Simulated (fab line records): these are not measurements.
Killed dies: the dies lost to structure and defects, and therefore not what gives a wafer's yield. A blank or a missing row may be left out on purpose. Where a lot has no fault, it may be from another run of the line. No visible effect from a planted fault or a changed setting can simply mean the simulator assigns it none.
Which tool did it? / flow sfq_line / 9 lots with 27 wafers sampled at 5 steps, on a route of 325 steps

## WHAT THE GAUGES READ, wafer by wafer
SFQ_M5_OVL_MEAS_932.
lot=L150; measured=day 64 11:24; on=overlay-01; M5_OVL (nm)=8 4 5
lot=L151; measured=day 64 13:47; on=overlay-01; M5_OVL (nm)=2 5 4
lot=L152; measured=day 65 01:08; on=overlay-02; M5_OVL (nm)=11 4 9
lot=L153; measured=day 65 08:25; on=overlay-02; M5_OVL (nm)=6 7 2
lot=L154; measured=day 65 20:25; on=overlay-02; M5_OVL (nm)=3 9 -4
lot=L155; measured=day 66 01:13; on=overlay-01; M5_OVL (nm)=0 0 -8
lot=L163; measured=day 68 12:01; on=overlay-02; M5_OVL (nm)=7 12 6
lot=L164; measured=day 68 13:13; on=overlay-02; M5_OVL (nm)=6 7 0
lot=L165; measured=day 69 01:13; on=overlay-01; M5_OVL (nm)=3 3 2

## WHICH TOOL RAN EACH LOT (tool, then ch and the chambers of the sampled wafers, then the start)
lot=L150; SFQ_TRILAYER_I4_DEP_PECVD_099=pecvd-01 ch 0,1,2, day 47 01:54; SFQ_TRILAYER_JJ_CE_LITHO_EXPOSE_115=krf_scanner-02 ch 0, day 58 18:51; SFQ_TRILAYER_JJ_CE_METRO_MEASURE_117=cd_sem-02, day 58 20:23; SFQ_TRILAYER_JJ_CE_STRIP_STRIP_120=rie_metal-01 ch 0,1, day 58 22:05
lot=L151; SFQ_TRILAYER_I4_DEP_PECVD_099=pecvd-02 ch 0,2, day 47 11:52; SFQ_TRILAYER_JJ_CE_LITHO_EXPOSE_115=krf_scanner-02 ch 0, day 58 23:03; SFQ_TRILAYER_JJ_CE_METRO_MEASURE_117=cd_sem-01, day 59 00:35; SFQ_TRILAYER_JJ_CE_STRIP_STRIP_120=rie_metal-01 ch 1, day 59 02:31
lot=L152; SFQ_TRILAYER_I4_DEP_PECVD_099=pecvd-01 ch 0,1,2, day 47 21:31; SFQ_TRILAYER_JJ_CE_LITHO_EXPOSE_115=krf_scanner-02 ch 0, day 59 08:03; SFQ_TRILAYER_JJ_CE_METRO_MEASURE_117=cd_sem-02, day 59 09:35; SFQ_TRILAYER_JJ_CE_STRIP_STRIP_120=rie_metal-04 ch 0, day 59 11:41
lot=L153; SFQ_TRILAYER_I4_DEP_PECVD_099=pecvd-02 ch 0,1, day 48 03:00; SFQ_TRILAYER_JJ_CE_LITHO_EXPOSE_115=krf_scanner-02 ch 0, day 59 13:27; SFQ_TRILAYER_JJ_CE_METRO_MEASURE_117=cd_sem-01, day 59 14:59; SFQ_TRILAYER_JJ_CE_STRIP_STRIP_120=rie_metal-02 ch 0, day 59 16:53
lot=L154; SFQ_TRILAYER_I4_DEP_PECVD_099=pecvd-04 ch 0,2, day 49 18:07; SFQ_TRILAYER_JJ_CE_LITHO_EXPOSE_115=krf_scanner-02 ch 0, day 60 01:51; SFQ_TRILAYER_JJ_CE_METRO_MEASURE_117=cd_sem-02, day 60 03:23; SFQ_TRILAYER_JJ_CE_STRIP_STRIP_120=rie_metal-01 ch 0,1, day 60 05:07
lot=L155; SFQ_TRILAYER_I4_DEP_PECVD_099=pecvd-02 ch 0,1,2, day 49 19:16; SFQ_TRILAYER_JJ_CE_LITHO_EXPOSE_115=krf_scanner-02 ch 0, day 60 06:15; SFQ_TRILAYER_JJ_CE_METRO_MEASURE_117=cd_sem-01, day 60 07:47; SFQ_TRILAYER_JJ_CE_STRIP_STRIP_120=rie_metal-01 ch 0,1, day 60 09:43
lot=L163; SFQ_TRILAYER_I4_DEP_PECVD_099=pecvd-01 ch 1,2, day 58 03:56; SFQ_TRILAYER_JJ_CE_LITHO_EXPOSE_115=krf_scanner-01 ch 0, day 64 07:07; SFQ_TRILAYER_JJ_CE_METRO_MEASURE_117=cd_sem-01, day 64 08:39; SFQ_TRILAYER_JJ_CE_STRIP_STRIP_120=rie_metal-01 ch 0,1, day 64 10:24
lot=L164; SFQ_TRILAYER_I4_DEP_PECVD_099=pecvd-02 ch 1,2, day 58 08:44; SFQ_TRILAYER_JJ_CE_LITHO_EXPOSE_115=krf_scanner-01 ch 0, day 64 08:28; SFQ_TRILAYER_JJ_CE_METRO_MEASURE_117=cd_sem-02, day 64 10:01; SFQ_TRILAYER_JJ_CE_STRIP_STRIP_120=rie_metal-01 ch 0,1, day 64 11:55
lot=L165; SFQ_TRILAYER_I4_DEP_PECVD_099=pecvd-01 ch 0,1,2, day 59 00:20; SFQ_TRILAYER_JJ_CE_LITHO_EXPOSE_115=krf_scanner-01 ch 0, day 64 20:29; SFQ_TRILAYER_JJ_CE_METRO_MEASURE_117=cd_sem-01, day 64 22:02; SFQ_TRILAYER_JJ_CE_STRIP_STRIP_120=rie_metal-02 ch 0,1, day 64 23:55
- SFQ_TRILAYER_I4_DEP_PECVD_099: deposits SiO2 from SiH4/N2O, time 111.11 s, target thk 500 nm.
- SFQ_TRILAYER_JJ_CE_LITHO_EXPOSE_115: exposes mask J5, target cd 700 nm.
- SFQ_TRILAYER_JJ_CE_METRO_MEASURE_117
- SFQ_TRILAYER_JJ_CE_STRIP_STRIP_120: strips in O2.

## AS READ BY THE TOOLS THEMSELVES (means over the sampled wafers that have a number; for cases with no such wafer, the mark the record gives instead)
SFQ_TRILAYER_I4_DEP_PECVD_099.
lot=L150; tool=pecvd-01; heater_power_w (W)=104; throttle_valve_pct (%)=25.6
lot=L151; tool=pecvd-02; heater_power_w (W)=100; throttle_valve_pct (%)=23.7
lot=L152; tool=pecvd-01; heater_power_w (W)=101; throttle_valve_pct (%)=25.5
lot=L153; tool=pecvd-02; heater_power_w (W)=98; throttle_valve_pct (%)=23.6
lot=L154; tool=pecvd-04; heater_power_w (W)=91; throttle_valve_pct (%)=24.7
lot=L155; tool=pecvd-02; heater_power_w (W)=97; throttle_valve_pct (%)=24.2
lot=L163; tool=pecvd-01; heater_power_w (W)=108; throttle_valve_pct (%)=25.4
lot=L164; tool=pecvd-02; heater_power_w (W)=95; throttle_valve_pct (%)=25.0
lot=L165; tool=pecvd-01; heater_power_w (W)=99; throttle_valve_pct (%)=25.9

SFQ_TRILAYER_JJ_CE_LITHO_EXPOSE_115.
lot=L150 tool=krf_scanner-02 exposure_dose_mJ_cm2=14.382
lot=L151 tool=krf_scanner-02 exposure_dose_mJ_cm2=14.412
lot=L152 tool=krf_scanner-02 exposure_dose_mJ_cm2=14.393
lot=L153 tool=krf_scanner-02 exposure_dose_mJ_cm2=15.756
lot=L154 tool=krf_scanner-02 exposure_dose_mJ_cm2=15.778
lot=L155 tool=krf_scanner-02 exposure_dose_mJ_cm2=15.762
lot=L163 tool=krf_scanner-01 exposure_dose_mJ_cm2=14.399
lot=L164 tool=krf_scanner-01 exposure_dose_mJ_cm2=14.404
lot=L165 tool=krf_scanner-01 exposure_dose_mJ_cm2=14.416

SFQ_TRILAYER_JJ_CE_METRO_MEASURE_117.
lot=L150; tool=cd_sem-02; cd_nm (nm)=701.4
lot=L151; tool=cd_sem-01; cd_nm (nm)=700.0
lot=L152; tool=cd_sem-02; cd_nm (nm)=700.3
lot=L153; tool=cd_sem-01; cd_nm (nm)=684.9
lot=L154; tool=cd_sem-02; cd_nm (nm)=684.2
lot=L155; tool=cd_sem-01; cd_nm (nm)=686.4
lot=L163; tool=cd_sem-01; cd_nm (nm)=699.9
lot=L164; tool=cd_sem-02; cd_nm (nm)=700.8
lot=L165; tool=cd_sem-01; cd_nm (nm)=697.8

SFQ_TRILAYER_JJ_CE_STRIP_STRIP_120.
lot=L150; tool=rie_metal-01; drypump_motor_current_A (A)=5.5; oes_product_au (a.u.)=0.996
lot=L151; tool=rie_metal-01; drypump_motor_current_A (A)=5.6; oes_product_au (a.u.)=0.991
lot=L152; tool=rie_metal-04; drypump_motor_current_A (A)=6.5; oes_product_au (a.u.)=1.010
lot=L153; tool=rie_metal-02; drypump_motor_current_A (A)=6.1; oes_product_au (a.u.)=0.988
lot=L154; tool=rie_metal-01; drypump_motor_current_A (A)=5.5; oes_product_au (a.u.)=0.995
lot=L155; tool=rie_metal-01; drypump_motor_current_A (A)=5.5; oes_product_au (a.u.)=1.003
lot=L163; tool=rie_metal-01; drypump_motor_current_A (A)=5.5; oes_product_au (a.u.)=0.996
lot=L164; tool=rie_metal-01; drypump_motor_current_A (A)=5.5; oes_product_au (a.u.)=0.993
lot=L165; tool=rie_metal-02; drypump_motor_current_A (A)=5.9; oes_product_au (a.u.)=0.992

## THE ANSWER, worked out from the rows above alone
Rule: what is usual is taken from the lots themselves. Put in order of their means at a reading, lots are off if they are a third of the lots or fewer, leave a main group of 4 or more, and stand apart from it by a gap of 3 or more times the standard deviation of the main group's means; of several such gaps the widest counts. Not used: any main group whose means are identical at the precision the tables above print for the reading. Also off: a lot with no number at a reading for which 4 or more lots have one. The other lots that the step has rows for count as sound. Order of review: gauges by route order, followed by the tools' own readings, for which a lot's mean as printed above is used. The first step at which some lot is off is used, and at that step the reading that is off furthest; a lot without a number counts as furthest.
Off: L153, L154, L155 (SFQ_TRILAYER_JJ_CE_LITHO_EXPOSE_115, exposure_dose_mJ_cm2). Main group: mean 14.401, sd 0.011.
A tool fits if, at that step or a process step before it, it ran every lot that is off, and no sound lot after the first of them. One fits: SFQ_TRILAYER_JJ_CE_LITHO_EXPOSE_115 on krf_scanner-02. A fault onset in the window from L152 (day 59 08:03, its last sound lot) to L153 (day 59 13:27, its first lot off) fits.
The tool's own readings at SFQ_TRILAYER_JJ_CE_LITHO_EXPOSE_115 bear it out: on the lots that are off they differ by more than 5 times the standard deviation of the sound lots' means. exposure_dose_mJ_cm2 reads 15.765 there against 14.401 on the sound lots.

## WHAT THE SIMULATOR PUT IN
Process parameters drifting: krf_scanner-02 at SFQ_TRILAYER_JJ_CE_LITHO_EXPOSE_115, beginning at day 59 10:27. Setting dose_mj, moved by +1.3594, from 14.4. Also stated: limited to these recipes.
Struck lots among those shown: L153, L154, L155. The same result came from the rule above.
